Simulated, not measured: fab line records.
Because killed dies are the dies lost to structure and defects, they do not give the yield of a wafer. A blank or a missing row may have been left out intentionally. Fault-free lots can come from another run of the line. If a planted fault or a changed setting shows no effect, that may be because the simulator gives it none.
What tool caused it? :: flow gf180mcu :: 24 lots with 72 wafers sampled at 4 steps, on a route of 602 steps

## WHAT THE GAUGES READ, wafer by wafer
GF_M1_OVL_MEAS_15. Usual: for M1_OVL the level is 2 nm and the standard deviation is 5.
lot: L074
measured: day 17 01:23
on: overlay-02
M1_OVL (nm): -1 -2 1
flag: 

lot: L075
measured: day 17 06:16
on: overlay-01
M1_OVL (nm): 3 6 9
flag: 

lot: L076
measured: day 17 17:53
on: overlay-02
M1_OVL (nm): 9 6 5
flag: 

lot: L077
measured: day 18 09:08
on: overlay-02
M1_OVL (nm): 6 6 2
flag: 

lot: L078
measured: day 18 14:06
on: overlay-01
M1_OVL (nm): -7 -1 1
flag: 

lot: L079
measured: day 18 23:29
on: overlay-01
M1_OVL (nm): 4 -6 -5
flag: 

lot: L080
measured: day 19 12:47
on: overlay-02
M1_OVL (nm): 2 -7 -4
flag: 

lot: L081
measured: day 19 15:37
on: overlay-02
M1_OVL (nm): 5 0 5
flag: 

lot: L082
measured: day 20 07:08
on: overlay-01
M1_OVL (nm): 3 5 5
flag: 

lot: L083
measured: day 20 14:24
on: overlay-02
M1_OVL (nm): 4 4 8
flag: 

lot: L084
measured: day 20 21:25
on: overlay-02
M1_OVL (nm): 2 -3 0
flag: 

lot: L085
measured: day 21 07:11
on: overlay-01
M1_OVL (nm): 9 8 7
flag: 

lot: L086
measured: day 21 19:38
on: overlay-01
M1_OVL (nm): -1 -5 -4
flag: 

lot: L087
measured: day 21 23:02
on: overlay-01
M1_OVL (nm): -7 -12 7
flag: 

lot: L088
measured: day 22 02:53
on: overlay-01
M1_OVL (nm): 6 7 5
flag: 

lot: L089
measured: day 22 18:07
on: overlay-01
M1_OVL (nm): 2 -7 12
flag: 

lot: L090
measured: day 23 01:46
on: overlay-01
M1_OVL (nm): -5 -1 6
flag: 

lot: L091
measured: day 23 07:24
on: overlay-01
M1_OVL (nm): 6 3 -2
flag: 

lot: L092
measured: day 23 12:37
on: overlay-01
M1_OVL (nm): 4 3 -1
flag: 

lot: L093
measured: day 23 22:11
on: overlay-01
M1_OVL (nm): 6 10 2
flag: 

lot: L094
measured: day 24 13:48
on: overlay-02
M1_OVL (nm): 2 -3 8
flag: 

lot: L095
measured: day 24 14:02
on: overlay-02
M1_OVL (nm): 6 -9 7
flag: 

lot: L096
measured: day 24 21:18
on: overlay-01
M1_OVL (nm): -3 4 -4
flag: 

lot: L097
measured: day 25 01:18
on: overlay-01
M1_OVL (nm): 9 0 0
flag: 

GF_M2_CD_MEAS_14 targets a cd of 280 nm. Usual: cd_nm reads 279.8 nm (standard deviation 1.1).
lot: L074
measured: day 19 03:33
on: cd_sem-01
cd_nm (nm): 280.3 280.1 280.0
flag: 

lot: L075
measured: day 19 08:28
on: cd_sem-02
cd_nm (nm): 282.0 280.8 282.5
flag: 

lot: L076
measured: day 19 20:54
on: cd_sem-01
cd_nm (nm): 279.4 279.9 279.0
flag: 

lot: L077
measured: day 20 12:28
on: cd_sem-01
cd_nm (nm): 278.5 279.2 278.2
flag: 

lot: L078
measured: day 20 18:17
on: cd_sem-01
cd_nm (nm): 279.8 280.1 279.8
flag: 

lot: L079
measured: day 21 02:37
on: cd_sem-01
cd_nm (nm): 279.4 279.5 282.1
flag: 

lot: L080
measured: day 21 15:55
on: cd_sem-02
cd_nm (nm): 280.8 280.6 281.3
flag: 

lot: L081
measured: day 21 19:10
on: cd_sem-02
cd_nm (nm): 280.9 279.7 280.2
flag: 

lot: L082
measured: day 22 10:27
on: cd_sem-02
cd_nm (nm): 279.7 279.7 279.6
flag: 

lot: L083
measured: day 22 17:28
on: cd_sem-02
cd_nm (nm): 280.7 279.7 278.3
flag: 

lot: L084
measured: day 23 00:02
on: cd_sem-01
cd_nm (nm): 282.5 280.6 282.6
flag: 

lot: L085
measured: day 23 08:37
on: cd_sem-01
cd_nm (nm): 278.3 278.5 277.8
flag: 

lot: L086
measured: day 23 20:04
on: cd_sem-02
cd_nm (nm): 279.5 280.0 280.0
flag: 

lot: L087
measured: day 23 23:10
on: cd_sem-02
cd_nm (nm): 278.2 278.8 280.3
flag: 

lot: L088
measured: day 24 03:50
on: cd_sem-02
cd_nm (nm): 278.4 279.0 278.5
flag: 

lot: L089
measured: day 24 18:41
on: cd_sem-01
cd_nm (nm): 279.8 279.3 278.2
flag: 

lot: L090
measured: day 25 00:26
on: cd_sem-01
cd_nm (nm): 281.3 280.6 280.6
flag: 

lot: L091
measured: day 25 05:58
on: cd_sem-01
cd_nm (nm): 279.5 277.6 279.5
flag: 

lot: L092
measured: day 25 12:12
on: cd_sem-01
cd_nm (nm): 279.6 278.9 278.8
flag: 

lot: L093
measured: day 25 20:04
on: cd_sem-01
cd_nm (nm): 279.5 280.5 280.1
flag: 

lot: L094
measured: day 26 10:59
on: cd_sem-01
cd_nm (nm): 280.6 280.8 281.7
flag: 

lot: L095
measured: day 26 11:56
on: cd_sem-02
cd_nm (nm): 280.2 279.3 279.8
flag: 

lot: L096
measured: day 26 21:02
on: cd_sem-01
cd_nm (nm): 278.6 279.0 278.8
flag: 

lot: L097
measured: day 26 23:21
on: cd_sem-01
cd_nm (nm): 277.9 278.1 277.5
flag: 

## WHAT TOOL EACH LOT RAN ON (gives the tool, then ch and the chambers of the sampled wafers, and finally the start)
lot: L074
GF_CONTACT_CVD_24: cvd_w-01 ch 0,1, day 16 02:35
GF_M1_STRIP_17: plasma_asher-02 ch 0,1, day 17 01:32

lot: L075
GF_CONTACT_CVD_24: cvd_w-01 ch 0,1, day 16 07:12
GF_M1_STRIP_17: plasma_asher-01 ch 0,1, day 17 06:26

lot: L076
GF_CONTACT_CVD_24: cvd_w-01 ch 0,1, day 16 17:49
GF_M1_STRIP_17: plasma_asher-01 ch 0,1, day 17 18:02

lot: L077
GF_CONTACT_CVD_24: cvd_w-01 ch 0,1, day 17 08:39
GF_M1_STRIP_17: plasma_asher-01 ch 0,1, day 18 09:17

lot: L078
GF_CONTACT_CVD_24: cvd_w-01 ch 0,1, day 17 13:28
GF_M1_STRIP_17: plasma_asher-03 ch 0,1, day 18 14:15

lot: L079
GF_CONTACT_CVD_24: cvd_w-01 ch 0,1, day 17 23:16
GF_M1_STRIP_17: plasma_asher-03 ch 0,1, day 18 23:38

lot: L080
GF_CONTACT_CVD_24: cvd_w-02 ch 0,1, day 18 12:01
GF_M1_STRIP_17: plasma_asher-01 ch 0,1, day 19 12:56

lot: L081
GF_CONTACT_CVD_24: cvd_w-01 ch 0,1, day 18 14:22
GF_M1_STRIP_17: plasma_asher-01 ch 0,1, day 19 15:46

lot: L082
GF_CONTACT_CVD_24: cvd_w-02 ch 0,1, day 19 05:23
GF_M1_STRIP_17: plasma_asher-03 ch 0,1, day 20 07:18

lot: L083
GF_CONTACT_CVD_24: cvd_w-01 ch 0,1, day 19 12:58
GF_M1_STRIP_17: plasma_asher-02 ch 0,1, day 20 14:33

lot: L084
GF_CONTACT_CVD_24: cvd_w-01 ch 0,1, day 19 20:28
GF_M1_STRIP_17: plasma_asher-01 ch 0, day 20 21:34

lot: L085
GF_CONTACT_CVD_24: cvd_w-01 ch 0,1, day 20 06:32
GF_M1_STRIP_17: plasma_asher-02 ch 0,1, day 21 07:22

lot: L086
GF_CONTACT_CVD_24: cvd_w-02 ch 0,1, day 20 18:40
GF_M1_STRIP_17: plasma_asher-03 ch 0,1, day 21 19:47

lot: L087
GF_CONTACT_CVD_24: cvd_w-01 ch 0,1, day 20 22:00
GF_M1_STRIP_17: plasma_asher-01 ch 0,1, day 21 23:12

lot: L088
GF_CONTACT_CVD_24: cvd_w-01 ch 0,1, day 21 02:58
GF_M1_STRIP_17: plasma_asher-03 ch 0,1, day 22 03:02

lot: L089
GF_CONTACT_CVD_24: cvd_w-02 ch 0,1, day 21 17:33
GF_M1_STRIP_17: plasma_asher-02 ch 0,1, day 22 18:17

lot: L090
GF_CONTACT_CVD_24: cvd_w-01 ch 0,1, day 22 01:43
GF_M1_STRIP_17: plasma_asher-01 ch 0, day 23 01:55

lot: L091
GF_CONTACT_CVD_24: cvd_w-01 ch 0,1, day 22 07:10
GF_M1_STRIP_17: plasma_asher-01 ch 0,1, day 23 07:33

lot: L092
GF_CONTACT_CVD_24: cvd_w-02 ch 0,1, day 22 13:12
GF_M1_STRIP_17: plasma_asher-03 ch 0,1, day 23 12:47

lot: L093
GF_CONTACT_CVD_24: cvd_w-01 ch 0,1, day 22 22:16
GF_M1_STRIP_17: plasma_asher-01 ch 0,1, day 23 22:19

lot: L094
GF_CONTACT_CVD_24: cvd_w-02 ch 0,1, day 23 14:10
GF_M1_STRIP_17: plasma_asher-01 ch 0,1, day 24 13:57

lot: L095
GF_CONTACT_CVD_24: cvd_w-01 ch 0,1, day 23 14:12
GF_M1_STRIP_17: plasma_asher-01 ch 1, day 24 14:11

lot: L096
GF_CONTACT_CVD_24: cvd_w-02 ch 0,1, day 23 22:46
GF_M1_STRIP_17: plasma_asher-02 ch 0,1, day 24 21:29

lot: L097
GF_CONTACT_CVD_24: cvd_w-01 ch 0,1, day 24 02:28
GF_M1_STRIP_17: plasma_asher-03 ch 0,1, day 25 01:29
- GF_CONTACT_CVD_24: deposits W, target thk 300 nm, time 90.339 s.
- GF_M1_STRIP_17: strips in O2/N2.

## WHAT THE TOOLS THEMSELVES READ (means of the sampled wafers that have a number; where no wafer has one, the mark that the record gives instead)
GF_CONTACT_CVD_24. Usual: heater_power_w reads 899 W (standard deviation 76).
lot: L074
tool: cvd_w-01
heater_power_w (W): 892
flag: 

lot: L075
tool: cvd_w-01
heater_power_w (W): 909
flag: 

lot: L076
tool: cvd_w-01
heater_power_w (W): 910
flag: 

lot: L077
tool: cvd_w-01
heater_power_w (W): 909
flag: 

lot: L078
tool: cvd_w-01
heater_power_w (W): 916
flag: 

lot: L079
tool: cvd_w-01
heater_power_w (W): 872
flag: 

lot: L080
tool: cvd_w-02
heater_power_w (W): 931
flag: 

lot: L081
tool: cvd_w-01
heater_power_w (W): 915
flag: 

lot: L082
tool: cvd_w-02
heater_power_w (W): 864
flag: 

lot: L083
tool: cvd_w-01
heater_power_w (W): 915
flag: 

lot: L084
tool: cvd_w-01
heater_power_w (W): 913
flag: 

lot: L085
tool: cvd_w-01
heater_power_w (W): 923
flag: 

lot: L086
tool: cvd_w-02
heater_power_w (W): 928
flag: 

lot: L087
tool: cvd_w-01
heater_power_w (W): 917
flag: 

lot: L088
tool: cvd_w-01
heater_power_w (W): 868
flag: 

lot: L089
tool: cvd_w-02
heater_power_w (W): 859
flag: 

lot: L090
tool: cvd_w-01
heater_power_w (W): 926
flag: 

lot: L091
tool: cvd_w-01
heater_power_w (W): 899
flag: 

lot: L092
tool: cvd_w-02
heater_power_w (W): 939
flag: 

lot: L093
tool: cvd_w-01
heater_power_w (W): 879
flag: 

lot: L094
tool: cvd_w-02
heater_power_w (W): 934
flag: 

lot: L095
tool: cvd_w-01
heater_power_w (W): 919
flag: 

lot: L096
tool: cvd_w-02
heater_power_w (W): 942
flag: 

lot: L097
tool: cvd_w-01
heater_power_w (W): 893
flag: 

GF_M1_STRIP_17. Usual: drypump_motor_current_A 5.5 A, standard deviation 0.45; heater_power_w 320 W, standard deviation 15; oes_product_au 0.559 a.u., standard deviation 0.0045; strip_time_to_endpoint_s 7.91 s, standard deviation 0.036.
lot: L074
tool: plasma_asher-02
drypump_motor_current_A (A): 6.2
heater_power_w (W): 298
oes_product_au (a.u.): 0.557
strip_time_to_endpoint_s (s): 7.87
flag: 

lot: L075
tool: plasma_asher-01
drypump_motor_current_A (A): 5.2
heater_power_w (W): 337
oes_product_au (a.u.): 0.563
strip_time_to_endpoint_s (s): 7.95
flag: 

lot: L076
tool: plasma_asher-01
drypump_motor_current_A (A): 5.2
heater_power_w (W): 329
oes_product_au (a.u.): 0.559
strip_time_to_endpoint_s (s): 7.94
flag: 

lot: L077
tool: plasma_asher-01
drypump_motor_current_A (A): 5.2
heater_power_w (W): 329
oes_product_au (a.u.): 0.556
strip_time_to_endpoint_s (s): 7.94
flag: 

lot: L078
tool: plasma_asher-03
drypump_motor_current_A (A): 5.3
heater_power_w (W): 312
oes_product_au (a.u.): 0.557
strip_time_to_endpoint_s (s): 7.92
flag: 

lot: L079
tool: plasma_asher-03
drypump_motor_current_A (A): 5.3
heater_power_w (W): 316
oes_product_au (a.u.): 0.559
strip_time_to_endpoint_s (s): 7.89
flag: 

lot: L080
tool: plasma_asher-01
drypump_motor_current_A (A): 5.2
heater_power_w (W): 326
oes_product_au (a.u.): 0.560
strip_time_to_endpoint_s (s): 7.90
flag: 

lot: L081
tool: plasma_asher-01
drypump_motor_current_A (A): 5.2
heater_power_w (W): 325
oes_product_au (a.u.): 0.564
strip_time_to_endpoint_s (s): 7.90
flag: 

lot: L082
tool: plasma_asher-03
drypump_motor_current_A (A): 5.3
heater_power_w (W): 315
oes_product_au (a.u.): 0.558
strip_time_to_endpoint_s (s): 7.90
flag: 

lot: L083
tool: plasma_asher-02
drypump_motor_current_A (A): 6.2
heater_power_w (W): 299
oes_product_au (a.u.): 0.555
strip_time_to_endpoint_s (s): 7.93
flag: 

lot: L084
tool: plasma_asher-01
drypump_motor_current_A (A): 5.1
heater_power_w (W): 336
oes_product_au (a.u.): 0.558
strip_time_to_endpoint_s (s): 7.86
flag: 

lot: L085
tool: plasma_asher-02
drypump_motor_current_A (A): 6.4
heater_power_w (W): 316
oes_product_au (a.u.): 0.560
strip_time_to_endpoint_s (s): 7.88
flag: 

lot: L086
tool: plasma_asher-03
drypump_motor_current_A (A): 5.3
heater_power_w (W): 314
oes_product_au (a.u.): 0.560
strip_time_to_endpoint_s (s): 7.89
flag: 

lot: L087
tool: plasma_asher-01
drypump_motor_current_A (A): 5.2
heater_power_w (W): 323
oes_product_au (a.u.): 0.565
strip_time_to_endpoint_s (s): 7.91
flag: 

lot: L088
tool: plasma_asher-03
drypump_motor_current_A (A): 5.3
heater_power_w (W): 313
oes_product_au (a.u.): 0.559
strip_time_to_endpoint_s (s): 7.93
flag: 

lot: L089
tool: plasma_asher-02
drypump_motor_current_A (A): 6.2
heater_power_w (W): 307
oes_product_au (a.u.): 0.559
strip_time_to_endpoint_s (s): 7.91
flag: 

lot: L090
tool: plasma_asher-01
drypump_motor_current_A (A): 5.1
heater_power_w (W): 342
oes_product_au (a.u.): 0.560
strip_time_to_endpoint_s (s): 7.91
flag: 

lot: L091
tool: plasma_asher-01
drypump_motor_current_A (A): 5.2
heater_power_w (W): 337
oes_product_au (a.u.): 0.558
strip_time_to_endpoint_s (s): 7.89
flag: 

lot: L092
tool: plasma_asher-03
drypump_motor_current_A (A): 5.3
heater_power_w (W): 314
oes_product_au (a.u.): 0.560
strip_time_to_endpoint_s (s): 7.87
flag: 

lot: L093
tool: plasma_asher-01
drypump_motor_current_A (A): 5.2
heater_power_w (W): 335
oes_product_au (a.u.): 0.556
strip_time_to_endpoint_s (s): 7.88
flag: 

lot: L094
tool: plasma_asher-01
drypump_motor_current_A (A): 5.2
heater_power_w (W): 323
oes_product_au (a.u.): 0.554
strip_time_to_endpoint_s (s): 7.91
flag: 

lot: L095
tool: plasma_asher-01
drypump_motor_current_A (A): 5.3
heater_power_w (W): 316
oes_product_au (a.u.): 0.563
strip_time_to_endpoint_s (s): 7.94
flag: 

lot: L096
tool: plasma_asher-02
drypump_motor_current_A (A): 6.4
heater_power_w (W): 314
oes_product_au (a.u.): 0.565
strip_time_to_endpoint_s (s): 7.87
flag: 

lot: L097
tool: plasma_asher-03
drypump_motor_current_A (A): 5.3
heater_power_w (W): 317
oes_product_au (a.u.): 0.556
strip_time_to_endpoint_s (s): 7.86
flag: 

## THE ANSWER, worked out from the rows above alone
Rule: a lot is off if the mean of its wafers that have a number lies more than 3 standard deviations from the usual mean. A lot without any number at a reading at which 4 lots or more have one is off too. All remaining lots with rows at the step are treated as sound. First the gauges in route order, then the tools' own readings, where a lot's mean is used as printed above. At the first step where some lot is off, the reading lying furthest off is the one used; lots without a number count as furthest.
No lot is off on any of the readings shown, so nothing can be concluded from this.

## WHAT HAD BEEN PUT IN BY THE SIMULATOR
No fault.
